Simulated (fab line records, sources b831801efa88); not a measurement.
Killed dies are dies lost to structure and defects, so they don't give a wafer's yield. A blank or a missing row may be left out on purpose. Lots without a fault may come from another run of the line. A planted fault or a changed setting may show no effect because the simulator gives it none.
Which tool did it? | flow sky130 | 14 lots, 42 wafers sampled, at 1 step of a route of 708

WHAT THE GAUGES READ, wafer by wafer
SKY_METAL1_CD_MEAS_15: target cd 140 nm.
lot  | measured     | on        | cd_nm (nm)
L941 | day 32 22:42 | cd_sem-02 | 137.7 139.3 138.7
L943 | day 33 20:36 | cd_sem-01 | 139.7 138.7 138.8
L945 | day 34 05:46 | cd_sem-02 | 140.9 141.4 139.9
L944 | day 34 08:25 | cd_sem-02 | 140.8 141.2 140.9
L946 | day 34 10:45 | cd_sem-01 | 139.2 138.2 138.7
L948 | day 35 12:09 | cd_sem-02 | 141.1 139.2 140.0
L957 | day 37 18:14 | cd_sem-02 | 138.5 140.3 140.9
L958 | day 38 04:41 | cd_sem-01 | 139.6 138.5 140.4
L959 | day 38 13:59 | cd_sem-02 | 138.1 137.4 138.2
L960 | day 38 21:19 | cd_sem-02 | 139.0 139.5 139.0
L961 | day 38 22:00 | cd_sem-02 | 141.4 140.8 140.7
L962 | day 39 07:00 | cd_sem-01 | 141.4 141.4 141.5
L963 | day 39 09:52 | cd_sem-01 | 140.4 140.0 138.8
L964 | day 39 19:50 | cd_sem-02 | 140.3 140.3 140.2

WHICH TOOL RAN EACH LOT (tool, then ch and the chambers of the sampled wafers, then the start)
The record holds no process step before these readings.

WHAT THE TOOLS THEMSELVES READ (means of the sampled wafers that have a number; where no wafer has one, the mark that the record gives instead)
The record holds no such reading with a usual standard deviation.

THE ANSWER, worked out from the rows above alone
Rule: what is usual is taken from the lots themselves. Put in order of their means at a reading, lots are off if they are a third of the lots or fewer, leave a main group of 4 or more, and stand apart from it by a gap of 3 or more times the standard deviation of the main group's means; of several such gaps the widest counts. A main group whose means are all the same, to the digits that the tables above print for the reading, isn't used. A lot without any number at a reading at which 4 lots or more have one is off too. The other lots that the step has rows for count as sound. The gauges are gone through in route order, then the tools' own readings, and for those a lot's mean is taken as printed above. The first step at which some lot is off is used, and at that step the reading that is off furthest; a lot without a number counts as furthest.
No lot is off at any reading shown: from this, nothing can be told.

WHAT THE SIMULATOR HAD PUT IN
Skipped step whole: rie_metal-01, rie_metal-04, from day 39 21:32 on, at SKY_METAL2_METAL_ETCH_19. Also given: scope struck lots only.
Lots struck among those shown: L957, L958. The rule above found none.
